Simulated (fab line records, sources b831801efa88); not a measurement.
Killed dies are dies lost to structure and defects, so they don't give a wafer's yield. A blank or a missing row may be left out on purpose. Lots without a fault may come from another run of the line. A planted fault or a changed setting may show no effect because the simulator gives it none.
fab line records | flow gf180mcu
record lots=5 wafers=15 last_day=34
route steps=602 shown M3@420 V3@429
lots that met no fault: from a run of the same line without faults
start_h: hours from the record's first day to the start of the lot's first wafer shown | wait_h: hours since the lot's step before | " the same as in the row above | L1.1+2: a row that stands for several wafers | - no value, or no start given | * or withheld: withheld | < > ~ a bound
route shown NAME@n: a module of which the file shows steps, and the number in the route of the first | usual: mean/standard deviation of fault-free wafers | same: alike in all rows | chamber/n: place in a boat | sites: the reading at each site | _std_site: their standard deviation | _edge_site: outer sites' mean less inner sites' | radius_mm: how far each site lies from the wafer's centre | mask NAME#n: copy n | behind: the tool/chamber that last shaped the wafer | hold: why the lot was held/for how many hours/how that ended | device: the transistor (n, p or np) that didn't switch | end of line: the same wafers' tests at the end of the route | a step without rows: its recipe alone | killed: dies lost to structure and defects at the first sort, not the wafer's yield | map: a wafer's dies, x killed, . not, _ none there
set.NAME: the setting as run; set.NAME@STEP: as run at that earlier step | model.NAME: the simulator's own value behind a step, which no gauge read
lots at some steps of the route; a table a step, a row a wafer
services: from which hour (start_h, from the record's first day; less than 0 if before it) a tool's chamber was out of use, for how many hours, and why
## steps
# step GF_M3_EXPOSE_11
# recipe mask_id=Metal3 target_cd_nm=280 na=0.68 source_shape=conventional sigma_outer=0.6 dose_mj=28
# usual focus_offset_nm=0.0/0.5
# columns lot.wafer tool chamber start_h wait_h mask focus_offset_nm
L074.2 krf_scanner-02 0 - - Metal3#0 0.1
L074.5 " 0 " " Metal3#0 0.4
L074.6 " 0 " " Metal3#0 -0.3
L083.1 krf_scanner-02 0 - - Metal3#0 -0.2
L083.5 " 0 " " Metal3#0 0.3
L083.6 " 0 " " Metal3#0 0.5
L085.1 krf_scanner-02 0 - - Metal3#0 0.5
L085.3 " 0 " " Metal3#0 -0.4
L085.5 " 0 " " Metal3#0 0.0
L088.1 krf_scanner-01 0 - - Metal3#0 0.1
L088.2 " 0 " " Metal3#0 -0.7
L088.3 " 0 " " Metal3#0 -0.3
L095.2 krf_scanner-02 0 - - Metal3#0 0.7
L095.4 " 0 " " Metal3#0 0.1
L095.5 " 0 " " Metal3#0 -1.1
# step GF_M3_PEB_12
# recipe peb_temp_c=135 peb_time_s=90 resist=KrF
# columns lot.wafer tool chamber start_h wait_h
L074.2+5+6 litho_track-03 0 - -
L083.1+5+6 litho_track-03 0 - -
L085.1+3+5 litho_track-03 0 - -
L088.1+2+3 litho_track-02 0 - -
L095.2+4+5 litho_track-03 0 - -
# step GF_M3_DEVELOP_13
# recipe develop_time_s=60 dev_temp_c=21
# columns lot.wafer tool chamber start_h wait_h
L074.2+5+6 litho_track-03 0 483.28 0.2
L083.1+5+6 litho_track-03 0 565.41 0.2
L085.1+3+5 litho_track-03 0 583.66 0.2
L088.1+2+3 litho_track-02 0 605.81 0.2
L095.2+4+5 litho_track-03 0 652.88 0.2
# step GF_M3_CD_MEAS_14
# recipe target_cd_nm=280
# usual cd_nm=279.5/1.3
# columns lot.wafer tool chamber start_h wait_h cd_nm
L074.2 cd_sem-02 - 483.43 0.1 279.2
L074.5 " - " " 279.3
L074.6 " - " " 278.8
L083.1 cd_sem-01 - 565.56 0.1 278.9
L083.5 " - " " 279.0
L083.6 " - " " 279.2
L085.1 cd_sem-01 - 583.81 0.1 278.3
L085.3 " - " " 276.5
L085.5 " - " " 277.1
L088.1 cd_sem-01 - 605.96 0.1 278.5
L088.2 " - " " 278.8
L088.3 " - " " 279.4
L095.2 cd_sem-01 - 653.02 0.1 277.1
L095.4 " - " " 278.0
L095.5 " - " " 278.1
# step GF_M3_OVL_MEAS_15
# usual M3_OVL=-1/5.1
# columns lot.wafer tool chamber start_h wait_h M3_OVL[nm]
L074.2 overlay-02 - 483.53 0.1 -1
L074.5 " - " " 0
L074.6 " - " " 2
L083.1 overlay-02 - 565.68 0.1 1
L083.5 " - " " 0
L083.6 " - " " -1
L085.1 overlay-02 - 583.93 0.1 7
L085.3 " - " " 6
L085.5 " - " " 4
L088.1 overlay-01 - 606.08 0.1 -2
L088.2 " - " " -1
L088.3 " - " " -4
L095.2 overlay-02 - 653.13 0.1 2
L095.4 " - " " -7
L095.5 " - " " 1
# step GF_M3_METAL_ETCH_16
# recipe chemistry=Cl2/BCl3 mask_material=KrF target_depth_nm=750.8 stop_on=SiO2 pressure_mtorr=8 icp_w=800 bias_w=140 Cl2_flow_sccm=80 bcl3_flow_sccm=40 time_s=125.1
# usual drypump_motor_current_A=6.0/0.52 oes_product_au=0.988/0.0056 throttle_valve_pct=28.232/0.01
# columns lot.wafer tool chamber start_h wait_h drypump_motor_current_A oes_product_au rf_hours_counter_h throttle_valve_pct
L074.2 rie_metal-03 0 483.56 0.0 6.0 0.994 10 28.232
L074.5 " 0 " " 6.0 0.992 - 28.212
L074.6 " 1 " " 6.1 0.984 - 28.239
L083.1 rie_metal-03 0 565.71 0.0 6.0 0.992 13 28.223
L083.5 " 0 " " 6.0 0.981 - 28.233
L083.6 " 0 " " 6.0 0.988 - 28.242
L085.1 rie_metal-03 1 583.96 0.0 6.1 0.986 0 28.233
L085.3 " 0 " " 6.0 0.984 - 28.251
L085.5 " 1 " " 6.1 0.992 - 28.227
L088.1 rie_metal-02 0 606.12 0.0 6.7 0.995 10 28.217
L088.2 " 1 " " 5.2 0.986 4 28.247
L088.3 " 1 " " 5.2 0.986 - 28.241
L095.2 rie_metal-03 1 653.16 0.0 6.2 0.984 4 28.232
L095.4 " 0 " " 6.0 0.998 - 28.236
L095.5 " 1 " " 6.1 0.988 - 28.233
# step GF_M3_STRIP_17
# recipe chemistry=O2/N2 power_w=1400 pressure_mtorr=1500 platen_temp_c=250 o2_flow_sccm=3000 n2_flow_sccm=300 overash_fraction=0.5
# usual drypump_motor_current_A=5.7/0.49 heater_power_w=343/61 oes_product_au=0.537/0.005 strip_time_to_endpoint_s=7.39/0.043
# columns lot.wafer tool chamber start_h wait_h drypump_motor_current_A heater_power_w oes_product_au rf_hours_counter_h strip_time_to_endpoint_s
L074.2 plasma_asher-01 0 483.69 0.1 5.7 444 0.535 74 7.35
L074.5 " 0 " " 5.7 446 0.537 - 7.38
L074.6 " 1 " " 5.7 277 0.535 - 7.48
L083.1 plasma_asher-02 1 565.97 0.2 5.5 318 0.538 46 7.42
L083.5 " 0 " " 5.6 403 0.533 - 7.42
L083.6 " 1 " " 5.5 334 0.542 - 7.44
L085.1 plasma_asher-01 1 584.09 0.1 5.7 272 0.543 84 7.36
L085.3 " 0 " " 5.7 441 0.530 - 7.36
L085.5 " 0 " " 5.7 443 0.531 - 7.38
L088.1 plasma_asher-04 1 606.24 0.1 4.9 319 0.536 97 7.40
L088.2 " 0 " " 6.5 310 0.538 97 7.39
L088.3 " 0 " " 6.4 316 0.536 - 7.41
L095.2 plasma_asher-02 1 653.29 0.1 5.5 316 0.541 56 7.38
L095.4 " 0 " " 5.6 408 0.538 - 7.30
L095.5 " 1 " " 5.5 320 0.538 - 7.33
# step GF_M3_STRIP_18
# recipe chemistry=post_etch_residue_remover time_s=1200 temp_c=72.5
# usual bath_guard_temp_C=72.5/0.46
# columns lot.wafer tool chamber start_h wait_h bath_guard_temp_C
L074.2 wet_bench-03 1 483.79 0.1 72.7
L074.5 " 1 " " 73.0
L074.6 " 1 " " 72.4
L083.1 wet_bench-03 1 566.07 0.1 72.7
L083.5 " 1 " " 72.7
L083.6 " 1 " " 72.6
L085.1 wet_bench-03 2 584.19 0.1 72.1
L085.3 " 2 " " 71.8
L085.5 " 2 " " 72.0
L088.1 wet_bench-01 3 606.34 0.1 72.6
L088.2 " 3 " " 72.4
L088.3 " 3 " " 72.5
L095.2 wet_bench-04 1 653.39 0.1 72.9
L095.4 " 1 " " 72.7
L095.5 " 1 " " 72.6
# step GF_M3_CLEAN_19
# recipe chemistry=DIW dry=n2_spin
# columns lot.wafer tool chamber start_h wait_h
L074.2+5+6 wet_bench-04 1 484.13 0.0
L083.1+5+6 wet_bench-04 0 566.44 0.0
L085.1+3+5 wet_bench-04 3 584.53 0.0
L088.1+2+3 wet_bench-03 3 606.72 0.0
L095.2+4+5 wet_bench-04 0 653.80 0.0
# step GF_V3_CVD_00
# recipe material=SiO2 target_thk_nm=600 sigma_open_frac=0.3 temp_c=400 time_s=100 sih4_flow_sccm=60 pressure_mtorr=6
# columns lot.wafer tool chamber start_h wait_h
L074.2+5+6 hdpcvd-02 1,2,0 484.23 0.0
L083.1+5+6 hdpcvd-02 0,0,2 566.53 0.0
L085.1+3+5 hdpcvd-01 1,2,2 584.63 0.0
L088.1+2+3 hdpcvd-01 1,2,0 606.82 0.0
L095.2+4+5 hdpcvd-02 2,0,2 653.91 0.0
# step GF_V3_THK_MEAS_01
# recipe reads=SiO2_of_V3_CVD_00
# usual V3_CVD_00_THK=601/6
# columns lot.wafer tool chamber start_h wait_h V3_CVD_00_THK[nm]
L074.2 film_metro-04 - 484.31 0.0 595
L074.5 " - " " 595
L074.6 " - " " 592
L083.1 film_metro-02 - 566.61 0.0 607
L083.5 " - " " 605
L083.6 " - " " 602
L085.1 film_metro-04 - 584.70 0.0 595
L085.3 " - " " 595
L085.5 " - " " 595
L088.1 film_metro-02 - 606.89 0.0 600
L088.2 " - " " 605
L088.3 " - " " 604
L095.2 film_metro-01 - 653.99 0.0 603
L095.4 " - " " 609
L095.5 " - " " 603
# step GF_V3_CVD_02
# recipe material=SiO2 target_thk_nm=850 precursor=TEOS temp_c=400 time_s=94.851 rf_w=600
# usual heater_power_w=647/130
# columns lot.wafer tool chamber start_h wait_h heater_power_w
L074.2 pecvd-04 1 484.36 0.0 664
L074.5 " 0 " " 692
L074.6 " 1 " " 713
L083.1 pecvd-02 2 566.67 0.1 733
L083.5 " 2 " " 765
L083.6 " 1 " " 437
L085.1 pecvd-01 2 584.76 0.1 654
L085.3 " 0 " " 462
L085.5 " 0 " " 483
L088.1 pecvd-04 1 606.95 0.1 710
L088.2 " 2 " " 732
L088.3 " 0 " " 819
L095.2 pecvd-02 0 654.04 0.0 738
L095.4 " 1 " " 437
L095.5 " 0 " " 572
# step GF_V3_THK_MEAS_03
# recipe reads=SiO2_of_V3_CVD_02
# usual V3_CVD_02_THK=850/10
# columns lot.wafer tool chamber start_h wait_h V3_CVD_02_THK[nm]
L074.2 film_metro-01 - 484.44 0.0 854
L074.5 " - " " 860
L074.6 " - " " 861
L083.1 film_metro-04 - 566.74 0.0 843
L083.5 " - " " 851
L083.6 " - " " 854
L085.1 film_metro-02 - 584.83 0.0 834
L085.3 " - " " 841
L085.5 " - " " 845
L088.1 film_metro-04 - 607.02 0.0 857
L088.2 " - " " 850
L088.3 " - " " 848
L095.2 film_metro-04 - 654.12 0.0 846
L095.4 " - " " 850
L095.5 " - " " 856
# step GF_V3_CMP_04
# recipe material=SiO2 down_force_psi=4 platen_rpm=60 pad_velocity_m_s=0.94248
# usual motor_current_A=11.5/1 time_to_endpoint_s=82/5.6
# columns lot.wafer tool chamber start_h wait_h motor_current_A time_to_endpoint_s
L074.2 cmp-02 1 484.64 0.2 11.0 84
L074.6 " 2 " " 11.2 89
L074.5 " 3 " " 10.8 87
L083.1 cmp-02 3 566.95 0.2 11.1 77
L083.6 " 0 " " 10.5 80
L083.5 " 1 " " 10.5 81
L085.3 cmp-01 1 584.94 0.1 12.5 79
L085.1 " 3 " " 12.6 83
L085.5 " 1 " " 12.8 79
L088.1 cmp-02 3 607.08 0.1 10.5 83
L088.2 " 1 " " 10.6 74
L088.3 " 2 " " 11.8 77
L095.4 cmp-02 1 654.17 0.0 10.3 77
L095.2 " 0 " " 10.6 74
L095.5 " 2 " " 11.4 78
# step GF_V3_BOW_MEAS_05
# recipe mode=bow
# usual V3_BOW=117/7.9
# columns lot.wafer tool chamber start_h wait_h V3_BOW[um]
L074.2 film_metro-01 - 484.81 0.1 120
L074.5 " - " " 121
L074.6 " - " " 125
L083.1 film_metro-01 - 567.10 0.1 122
L083.5 " - " " 120
L083.6 " - " " 130
L085.1 film_metro-04 - 585.19 0.1 120
L085.3 " - " " 113
L085.5 " - " " 126
L088.1 film_metro-01 - 607.38 0.2 104
L088.2 " - " " 111
L088.3 " - " " 98
L095.2 film_metro-01 - 654.49 0.1 117
L095.4 " - " " 114
L095.5 " - " " 115
# step GF_V3_DEHYDRATE_06
# recipe temp_c=200 time_s=60
# columns lot.wafer tool chamber start_h wait_h
L074.2+5+6 litho_track-01 0 495.52 10.7
L083.1+5+6 litho_track-03 0 577.51 10.4
L085.1+3+5 litho_track-01 0 595.34 10.1
L088.1+2+3 litho_track-01 0 617.19 9.8
L095.2+4+5 litho_track-03 0 663.93 9.4
# step GF_V3_HMDS_07
# recipe prime_time_s=60 prime_temp_c=120
# usual prime_temp_c=119.97/0.15
# columns lot.wafer tool chamber start_h wait_h prime_temp_c
L074.2 litho_track-01 0 495.67 0.1 119.83
L074.5 " 0 " " 119.95
L074.6 " 0 " " 119.78
L083.1 litho_track-03 0 577.66 0.1 119.84
L083.5 " 0 " " 120.01
L083.6 " 0 " " 119.98
L085.1 litho_track-01 0 595.49 0.1 120.03
L085.3 " 0 " " 119.96
L085.5 " 0 " " 120.06
L088.1 litho_track-01 0 617.34 0.1 119.86
L088.2 " 0 " " 119.85
L088.3 " 0 " " 119.82
L095.2 litho_track-03 0 664.08 0.1 119.82
L095.4 " 0 " " 119.91
L095.5 " 0 " " 119.72
# step GF_V3_COAT_08
# recipe resist=BARC temp_c=withheld time_s=withheld spin_rpm=withheld resist_thk_nm=withheld
# columns lot.wafer tool chamber start_h wait_h
L074.2+5+6 litho_track-01 0 495.82 0.1
L083.1+5+6 litho_track-03 0 577.81 0.1
L085.1+3+5 litho_track-01 0 595.64 0.1
L088.1+2+3 litho_track-01 0 617.49 0.1
L095.2+4+5 litho_track-03 0 664.23 0.1
# step GF_V3_COAT_09
# recipe resist=KrF spin_rpm=withheld resist_thk_nm=1000
# columns lot.wafer tool chamber start_h wait_h
L074.2+5+6 litho_track-01 0 - -
L083.1+5+6 litho_track-03 0 - -
L085.1+3+5 litho_track-01 0 - -
L088.1+2+3 litho_track-01 0 - -
L095.2+4+5 litho_track-03 0 - -
# step GF_V3_SOFTBAKE_10
# recipe temp_c=130 time_s=60 resist=KrF
# columns lot.wafer tool chamber start_h wait_h
L074.2+5+6 litho_track-01 0 - -
L083.1+5+6 litho_track-03 0 - -
L085.1+3+5 litho_track-01 0 - -
L088.1+2+3 litho_track-01 0 - -
L095.2+4+5 litho_track-03 0 - -
# step GF_V3_EXPOSE_11
# recipe mask_id=Via3 target_cd_nm=260 na=0.68 source_shape=conventional sigma_outer=0.6 dose_mj=38
# usual focus_offset_nm=0.0/0.56
# columns lot.wafer tool chamber start_h wait_h mask focus_offset_nm
L074.2 krf_scanner-01 0 - - Via3#0 -0.2
L074.5 " 0 " " Via3#0 0.6
L074.6 " 0 " " Via3#0 0.1
L083.1 krf_scanner-01 0 - - Via3#0 -0.3
L083.5 " 0 " " Via3#0 0.0
L083.6 " 0 " " Via3#0 -0.5
L085.1 krf_scanner-02 0 - - Via3#0 0.0
L085.3 " 0 " " Via3#0 -1.4
L085.5 " 0 " " Via3#0 -1.1
L088.1 krf_scanner-01 0 - - Via3#0 0.2
L088.2 " 0 " " Via3#0 0.1
L088.3 " 0 " " Via3#0 -0.4
L095.2 krf_scanner-01 0 - - Via3#0 0.4
L095.4 " 0 " " Via3#0 -0.5
L095.5 " 0 " " Via3#0 0.9
# step GF_V3_PEB_12
# recipe peb_temp_c=135 peb_time_s=90 resist=KrF
# columns lot.wafer tool chamber start_h wait_h
L074.2+5+6 litho_track-01 0 - -
L083.1+5+6 litho_track-04 0 - -
L085.1+3+5 litho_track-03 0 - -
L088.1+2+3 litho_track-03 0 - -
L095.2+4+5 litho_track-01 0 - -
# step GF_V3_DEVELOP_13
# recipe develop_time_s=60 resist=KrF dev_temp_c=21
# columns lot.wafer tool chamber start_h wait_h
L074.2+5+6 litho_track-01 0 508.17 0.2
L083.1+5+6 litho_track-04 0 588.47 0.2
L085.1+3+5 litho_track-03 0 606.21 0.2
L088.1+2+3 litho_track-03 0 628.31 0.2
L095.2+4+5 litho_track-01 0 673.91 0.2
# step GF_V3_CD_MEAS_14
# recipe target_cd_nm=260
# usual cd_nm=260.1/1.1
# columns lot.wafer tool chamber start_h wait_h cd_nm
L074.2 cd_sem-01 - 508.31 0.1 258.8
L074.5 " - " " 259.1
L074.6 " - " " 258.8
L083.1 cd_sem-02 - 588.62 0.1 260.1
L083.5 " - " " 259.9
L083.6 " - " " 261.9
L085.1 cd_sem-02 - 606.36 0.1 260.4
L085.3 " - " " 261.8
L085.5 " - " " 260.2
L088.1 cd_sem-02 - 628.46 0.1 262.1
L088.2 " - " " 261.5
L088.3 " - " " 261.6
L095.2 cd_sem-01 - 674.06 0.1 258.5
L095.4 " - " " 258.3
L095.5 " - " " 257.2
# step GF_V3_OVL_MEAS_15
# usual V3_OVL=0/4.4
# columns lot.wafer tool chamber start_h wait_h V3_OVL[nm]
L074.2 overlay-02 - 508.42 0.1 -8
L074.5 " - " " -1
L074.6 " - " " -3
L083.1 overlay-02 - 588.74 0.1 -2
L083.5 " - " " -2
L083.6 " - " " 2
L085.1 overlay-01 - 606.48 0.1 -1
L085.3 " - " " -5
L085.5 " - " " -4
L088.1 overlay-01 - 628.58 0.1 -1
L088.2 " - " " 1
L088.3 " - " " 1
L095.2 overlay-02 - 674.17 0.1 8
L095.4 " - " " 2
L095.5 " - " " 2
# step GF_V3_ETCH_16
# recipe chemistry=N2/H2 target_depth_a=withheld overetch_a=withheld time_s=withheld target=BARC ion_energy_ev=200 source_w=500 bias_w=100 pressure_mtorr=30 n2_flow_sccm=100 h2_flow_sccm=200
# usual drypump_motor_current_A=5.6/0.54 oes_product_au=0.855/0.0042 throttle_valve_pct=13.226/0.009
# columns lot.wafer tool chamber start_h wait_h drypump_motor_current_A oes_product_au throttle_valve_pct
L074.2 rie_diel-03 3 508.45 0.0 6.6 0.861 13.221
L074.5 " 3 " " 6.6 0.850 13.213
L074.6 " 2 " " 6.6 0.859 13.210
L083.1 rie_diel-04 2 588.78 0.0 5.5 0.857 13.231
L083.5 " 0 " " 5.2 0.853 13.228
L083.6 " 1 " " 5.5 0.852 13.228
L085.1 rie_diel-04 1 606.51 0.0 5.5 0.859 13.232
L085.3 " 0 " " 5.2 0.860 13.217
L085.5 " 3 " " 5.8 0.862 13.219
L088.1 rie_diel-03 1 628.61 0.0 5.2 0.846 13.229
L088.2 " 0 " " 5.7 0.862 13.234
L088.3 " 2 " " 6.6 0.843 13.222
L095.2 rie_diel-04 1 674.20 0.0 5.5 0.859 13.229
L095.4 " 2 " " 5.5 0.853 13.229
L095.5 " 1 " " 5.5 0.851 13.228
# step GF_V3_ETCH_17
# recipe chemistry=C4F8/O2/Ar mask_material=KrF target=SiO2 stop_on=TiN source_w=1500 bias_w=1200 pressure_mtorr=40 c4f8_flow_sccm=withheld O2_flow_sccm=6 Ar_flow_sccm=300 time_s=withheld target_depth_a=6350
# usual oes_product_au=0.856/0.0046
# columns lot.wafer tool chamber start_h wait_h oes_product_au
L074.2 rie_diel-03 3 - - 0.857
L074.5 " 3 " " 0.860
L074.6 " 2 " " 0.852
L083.1 rie_diel-04 2 - - 0.858
L083.5 " 0 " " 0.857
L083.6 " 1 " " 0.849
L085.1 rie_diel-04 1 - - 0.856
L085.3 " 0 " " 0.861
L085.5 " 3 " " 0.854
L088.1 rie_diel-03 1 - - 0.852
L088.2 " 0 " " 0.855
L088.3 " 2 " " 0.854
L095.2 rie_diel-04 1 - - 0.852
L095.4 " 2 " " 0.862
L095.5 " 1 " " 0.861
# step GF_V3_STRIP_18
# recipe chemistry=O2/N2 power_w=1400 pressure_mtorr=1500 platen_temp_c=250 o2_flow_sccm=3000 n2_flow_sccm=300 overash_fraction=0.5
# usual drypump_motor_current_A=5.5/0.55 heater_power_w=339/32 oes_product_au=0.593/0.0042
# columns lot.wafer tool chamber start_h wait_h drypump_motor_current_A heater_power_w oes_product_au rf_hours_counter_h
L074.2 plasma_asher-03 1 508.58 - 5.0 353 0.595 8
L074.5 " 1 " " 5.0 344 0.597 -
L074.6 " 0 " " 5.0 335 0.598 -
L083.1 plasma_asher-02 1 588.91 - 5.5 323 0.595 48
L083.5 " 0 " " 5.6 400 0.595 -
L083.6 " 1 " " 5.5 324 0.593 -
L085.1 plasma_asher-03 1 606.64 - 5.0 350 0.592 19
L085.3 " 0 " " 5.0 327 0.589 -
L085.5 " 1 " " 5.0 354 0.595 -
L088.1 plasma_asher-04 0 628.74 - 6.5 309 0.598 100
L088.2 " 1 " " 4.9 321 0.590 100
L088.3 " 0 " " 6.5 302 0.591 -
L095.2 plasma_asher-02 1 674.32 - 5.5 331 0.596 59
L095.4 " 1 " " 5.5 329 0.593 -
L095.5 " 1 " " 5.5 330 0.595 -
# step GF_V3_STRIP_19
# recipe chemistry=post_etch_residue_remover time_s=1200 temp_c=72.5
# usual bath_guard_temp_C=72.6/0.45
# columns lot.wafer tool chamber start_h wait_h bath_guard_temp_C
L074.2 wet_bench-01 2 508.68 0.1 72.7
L074.5 " 2 " " 72.5
L074.6 " 2 " " 72.4
L083.1 wet_bench-04 2 589.01 0.1 72.7
L083.5 " 2 " " 72.7
L083.6 " 2 " " 72.8
L085.1 wet_bench-02 2 606.74 0.1 72.9
L085.3 " 2 " " 73.1
L085.5 " 2 " " 73.2
L088.1 wet_bench-02 3 628.84 0.1 73.1
L088.2 " 3 " " 73.0
L088.3 " 3 " " 73.0
L095.2 wet_bench-02 0 674.42 0.1 72.2
L095.4 " 0 " " 72.3
L095.5 " 0 " " 72.3
# step GF_V3_CLEAN_20
# recipe chemistry=DIW dry=n2_spin
# columns lot.wafer tool chamber start_h wait_h
L074.2+5+6 wet_bench-04 3 509.02 0.0
L083.1+5+6 wet_bench-02 3 589.42 0.0
L085.1+3+5 wet_bench-04 2 607.08 0.0
L088.1+2+3 wet_bench-04 0 629.18 0.0
L095.2+4+5 wet_bench-01 1 674.77 0.0
# step GF_V3_SPUTTER_21
# recipe material=Ti target_thk_nm=15 chamber_pressure_pa=5 power_w=2500 substrate_temp_c=200 time_s=80.02
# usual cathode_dc_power_W=2500.0/0.47 throttle_valve_pct=30.1/1.4
# columns lot.wafer tool chamber start_h wait_h cathode_dc_power_W throttle_valve_pct
L074.2 pvd_sputter-01 - 509.11 0.0 2499.7 30.6
L074.5 " - " " 2500.1 31.4
L074.6 " - " " 2499.2 28.1
L083.1 pvd_sputter-01 - 589.52 0.0 2499.1 30.7
L083.5 " - " " 2499.1 31.0
L083.6 " - " " 2499.7 31.7
L085.1 pvd_sputter-04 - 607.17 0.0 2500.5 28.8
L085.3 " - " " 2500.5 30.6
L085.5 " - " " 2499.5 29.8
L088.1 pvd_sputter-02 - 629.27 0.0 2499.5 29.1
L088.2 " - " " 2499.9 29.0
L088.3 " - " " 2499.0 31.9
L095.2 pvd_sputter-02 - 674.86 0.0 2500.5 29.4
L095.4 " - " " 2499.7 32.6
L095.5 " - " " 2500.1 29.3
# step GF_V3_SPUTTER_22
# recipe material=TiN target_thk_nm=10 chamber_pressure_pa=5 power_w=4000 time_s=40
# usual cathode_dc_power_W=4000.0/0.77 throttle_valve_pct=30.2/1.4
# columns lot.wafer tool chamber start_h wait_h cathode_dc_power_W throttle_valve_pct
L074.2 pvd_sputter-01 - 509.17 0.0 3999.5 30.9
L074.5 " - " " 3999.6 31.7
L074.6 " - " " 4001.1 27.8
L083.1 pvd_sputter-01 - 589.58 0.0 3999.5 30.8
L083.5 " - " " 4001.7 30.8
L083.6 " - " " 4000.3 31.8
L085.1 pvd_sputter-04 - 607.23 0.0 4000.5 28.7
L085.3 " - " " 3999.9 31.0
L085.5 " - " " 4000.6 29.8
L088.1 pvd_sputter-02 - 629.33 0.0 4000.8 29.5
L088.2 " - " " 3999.7 28.8
L088.3 " - " " 3999.0 31.9
L095.2 pvd_sputter-02 - 674.92 0.0 3998.9 29.7
L095.4 " - " " 3999.2 32.5
L095.5 " - " " 3999.2 29.4
# step GF_V3_CVD_23
# recipe material=W target_thk_nm=350 time_s=104.9 temp_c=400 pressure_torr=40
# usual heater_power_w=882/40
# columns lot.wafer tool chamber start_h wait_h heater_power_w
L074.2 cvd_w-01 1 509.21 0.0 885
L074.5 " 1 " " 881
L074.6 " 0 " " 928
L083.1 cvd_w-01 0 589.62 0.0 916
L083.5 " 1 " " 912
L083.6 " 0 " " 953
L085.1 cvd_w-02 0 607.27 0.0 828
L085.3 " 1 " " 830
L085.5 " 0 " " 834
L088.1 cvd_w-01 0 629.37 0.0 943
L088.2 " 1 " " 877
L088.3 " 1 " " 908
L095.2 cvd_w-02 1 674.96 0.0 859
L095.4 " 1 " " 822
L095.5 " 1 " " 848
## services
# columns tool chamber start_h hours kind
rie_diel-03 2 452.54 12.0 repair
krf_scanner-01 - 458.67 0.8 pm
cmp-02 - 460.92 5.3 pm
plasma_asher-02 - 465.81 1.8 repair
rie_diel-03 1 467.97 8.5 repair
pvd_sputter-02 - 468.21 3.4 repair
krf_scanner-02 - 479.48 0.8 pm
rie_diel-03 1 497.73 18.1 repair
krf_scanner-02 - 507.67 1.3 pm
krf_scanner-01 - 510.61 1.9 repair
krf_scanner-02 - 535.24 3.0 pm
wet_bench-03 - 536.83 4.5 repair
pvd_sputter-01 - 538.21 3.4 repair
krf_scanner-01 - 543.02 1.3 pm
krf_scanner-01 - 548.28 3.6 pm
wet_bench-04 - 548.81 5.2 repair
rie_diel-04 - 548.82 1.1 repair
krf_scanner-01 - 575.67 1.0 pm
krf_scanner-02 - 608.16 1.0 pm
rie_diel-04 0 614.57 5.5 repair
krf_scanner-01 - 627.45 0.8 pm
krf_scanner-02 - 645.26 4.0 pm
krf_scanner-02 - 649.28 0.8 pm
rie_diel-04 0 666.67 3.7 repair
## key
fault none
